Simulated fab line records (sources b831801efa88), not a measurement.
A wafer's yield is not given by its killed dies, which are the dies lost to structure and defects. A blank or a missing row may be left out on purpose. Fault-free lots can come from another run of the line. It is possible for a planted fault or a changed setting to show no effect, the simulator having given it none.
The tool behind it: which one? || flow gf180mcu || Sampling: 13 lots, 39 wafers, 3 of 602 route steps

== WHAT EACH GAUGE READ, for each wafer ==
GF_V5_RS_MEAS_24: the measuring method here is four-point-probe. Usual: for V5_W_RS the level is 0.328 ohm/sq and the standard deviation is 0.0033.
{"lot": "L414", "measured": "day 27 00:46", "on": "film_metro-01", "V5_W_RS (ohm/sq)": "0.329 0.330 0.326", "flag": ""}
{"lot": "L416", "measured": "day 27 23:47", "on": "film_metro-04", "V5_W_RS (ohm/sq)": "0.330 0.331 0.334", "flag": ""}
{"lot": "L415", "measured": "day 28 00:00", "on": "film_metro-01", "V5_W_RS (ohm/sq)": "0.331 0.332 0.329", "flag": ""}
{"lot": "L417", "measured": "day 28 07:23", "on": "film_metro-04", "V5_W_RS (ohm/sq)": "0.322 0.326 0.325", "flag": ""}
{"lot": "L418", "measured": "day 28 15:12", "on": "film_metro-02", "V5_W_RS (ohm/sq)": "0.332 0.330 0.328", "flag": ""}
{"lot": "L421", "measured": "day 29 12:28", "on": "film_metro-02", "V5_W_RS (ohm/sq)": "0.325 0.328 0.328", "flag": ""}
{"lot": "L422", "measured": "day 29 18:31", "on": "film_metro-04", "V5_W_RS (ohm/sq)": "0.331 0.329 0.328", "flag": ""}
{"lot": "L425", "measured": "day 30 16:08", "on": "film_metro-01", "V5_W_RS (ohm/sq)": "0.323 0.330 0.324", "flag": ""}
{"lot": "L429", "measured": "day 31 16:01", "on": "film_metro-04", "V5_W_RS (ohm/sq)": "0.325 0.326 0.323", "flag": ""}
{"lot": "L433", "measured": "day 32 22:05", "on": "film_metro-01", "V5_W_RS (ohm/sq)": "0.327 0.333 0.328", "flag": ""}
{"lot": "L435", "measured": "day 33 02:13", "on": "film_metro-04", "V5_W_RS (ohm/sq)": "0.327 0.331 0.330", "flag": ""}
{"lot": "L436", "measured": "day 33 05:25", "on": "film_metro-01", "V5_W_RS (ohm/sq)": "0.326 0.333 0.333", "flag": ""}
{"lot": "L437", "measured": "day 33 13:23", "on": "film_metro-02", "V5_W_RS (ohm/sq)": "0.335 0.328 0.334", "flag": ""}

GF_TOP_METAL_CD_MEAS_14 targets a cd of 440 nm. Usual: 439.4 nm for cd_nm, sd 2.5.
{"lot": "L414", "measured": "day 27 21:46", "on": "cd_sem-01", "cd_nm (nm)": "444.3 444.9 441.9", "flag": ""}
{"lot": "L416", "measured": "day 28 19:05", "on": "cd_sem-02", "cd_nm (nm)": "437.4 437.0 438.6", "flag": ""}
{"lot": "L415", "measured": "day 28 19:56", "on": "cd_sem-01", "cd_nm (nm)": "439.8 437.8 437.6", "flag": ""}
{"lot": "L417", "measured": "day 29 02:58", "on": "cd_sem-01", "cd_nm (nm)": "438.4 438.8 439.6", "flag": ""}
{"lot": "L418", "measured": "day 29 11:02", "on": "cd_sem-02", "cd_nm (nm)": "441.9 442.0 441.5", "flag": ""}
{"lot": "L421", "measured": "day 30 07:59", "on": "cd_sem-02", "cd_nm (nm)": "437.6 440.9 438.5", "flag": ""}
{"lot": "L422", "measured": "day 30 13:47", "on": "cd_sem-02", "cd_nm (nm)": "436.7 436.0 436.1", "flag": ""}
{"lot": "L425", "measured": "day 31 10:53", "on": "cd_sem-02", "cd_nm (nm)": "438.0 439.0 435.2", "flag": ""}
{"lot": "L429", "measured": "day 32 09:13", "on": "cd_sem-02", "cd_nm (nm)": "438.2 438.5 435.3", "flag": ""}
{"lot": "L433", "measured": "day 33 14:14", "on": "cd_sem-01", "cd_nm (nm)": "438.6 437.7 436.5", "flag": ""}
{"lot": "L435", "measured": "day 33 18:41", "on": "cd_sem-02", "cd_nm (nm)": "442.3 441.5 441.7", "flag": ""}
{"lot": "L436", "measured": "day 33 21:13", "on": "cd_sem-01", "cd_nm (nm)": "440.4 445.2 441.6", "flag": ""}
{"lot": "L437", "measured": "day 34 05:21", "on": "cd_sem-02", "cd_nm (nm)": "440.4 440.1 438.6", "flag": ""}

== EACH LOT AND THE TOOL THAT RAN IT (in order: tool; ch and the chambers of the sampled wafers; start) ==
{"lot": "L414", "GF_TOP_METAL_SPUTTER_03": "pvd_sputter-04, day 27 01:25"}
{"lot": "L416", "GF_TOP_METAL_SPUTTER_03": "pvd_sputter-04, day 28 00:26"}
{"lot": "L415", "GF_TOP_METAL_SPUTTER_03": "pvd_sputter-02, day 28 00:44"}
{"lot": "L417", "GF_TOP_METAL_SPUTTER_03": "pvd_sputter-02, day 28 08:01"}
{"lot": "L418", "GF_TOP_METAL_SPUTTER_03": "pvd_sputter-04, day 28 15:50"}
{"lot": "L421", "GF_TOP_METAL_SPUTTER_03": "pvd_sputter-03, day 29 13:08"}
{"lot": "L422", "GF_TOP_METAL_SPUTTER_03": "pvd_sputter-04, day 29 19:10"}
{"lot": "L425", "GF_TOP_METAL_SPUTTER_03": "pvd_sputter-04, day 30 16:46"}
{"lot": "L429", "GF_TOP_METAL_SPUTTER_03": "pvd_sputter-03, day 31 16:41"}
{"lot": "L433", "GF_TOP_METAL_SPUTTER_03": "pvd_sputter-02, day 32 22:44"}
{"lot": "L435", "GF_TOP_METAL_SPUTTER_03": "pvd_sputter-02, day 33 02:52"}
{"lot": "L436", "GF_TOP_METAL_SPUTTER_03": "pvd_sputter-04, day 33 06:04"}
{"lot": "L437", "GF_TOP_METAL_SPUTTER_03": "pvd_sputter-02, day 33 14:00"}
- GF_TOP_METAL_SPUTTER_03: material Ti, target thk 5 nm, time 3.3 s.

== WHAT THE TOOLS THEMSELVES READ (means of the sampled wafers that have a number; where no wafer has one, the mark that the record gives instead) ==
GF_TOP_METAL_SPUTTER_03. Usual: 30.0 % for throttle_valve_pct, sd 1.1.
{"lot": "L414", "tool": "pvd_sputter-04", "throttle_valve_pct (%)": 29.8, "flag": ""}
{"lot": "L416", "tool": "pvd_sputter-04", "throttle_valve_pct (%)": 29.7, "flag": ""}
{"lot": "L415", "tool": "pvd_sputter-02", "throttle_valve_pct (%)": 31.3, "flag": ""}
{"lot": "L417", "tool": "pvd_sputter-02", "throttle_valve_pct (%)": 30.2, "flag": ""}
{"lot": "L418", "tool": "pvd_sputter-04", "throttle_valve_pct (%)": 29.2, "flag": ""}
{"lot": "L421", "tool": "pvd_sputter-03", "throttle_valve_pct (%)": 30.0, "flag": ""}
{"lot": "L422", "tool": "pvd_sputter-04", "throttle_valve_pct (%)": 28.9, "flag": ""}
{"lot": "L425", "tool": "pvd_sputter-04", "throttle_valve_pct (%)": 28.9, "flag": ""}
{"lot": "L429", "tool": "pvd_sputter-03", "throttle_valve_pct (%)": 30.3, "flag": ""}
{"lot": "L433", "tool": "pvd_sputter-02", "throttle_valve_pct (%)": 31.4, "flag": ""}
{"lot": "L435", "tool": "pvd_sputter-02", "throttle_valve_pct (%)": 29.1, "flag": ""}
{"lot": "L436", "tool": "pvd_sputter-04", "throttle_valve_pct (%)": 29.2, "flag": ""}
{"lot": "L437", "tool": "pvd_sputter-02", "throttle_valve_pct (%)": 30.1, "flag": ""}

== THE ANSWER, worked out from the rows above alone ==
Rule: a lot counts as off when the mean over its wafers that have a number is more than 3 standard deviations away from the usual mean. A lot without any number at a reading at which 4 lots or more have one is off too. Where the step has rows for the other lots, those lots are counted as sound. First the gauges in route order, then the tools' own readings, where a lot's mean is used as printed above. At the first step where some lot is off, the reading lying furthest off is the one used; lots without a number count as furthest.
Across all readings shown, no lot is off: no conclusion can be drawn from this.

== WHAT THE SIMULATOR HAD PUT IN ==
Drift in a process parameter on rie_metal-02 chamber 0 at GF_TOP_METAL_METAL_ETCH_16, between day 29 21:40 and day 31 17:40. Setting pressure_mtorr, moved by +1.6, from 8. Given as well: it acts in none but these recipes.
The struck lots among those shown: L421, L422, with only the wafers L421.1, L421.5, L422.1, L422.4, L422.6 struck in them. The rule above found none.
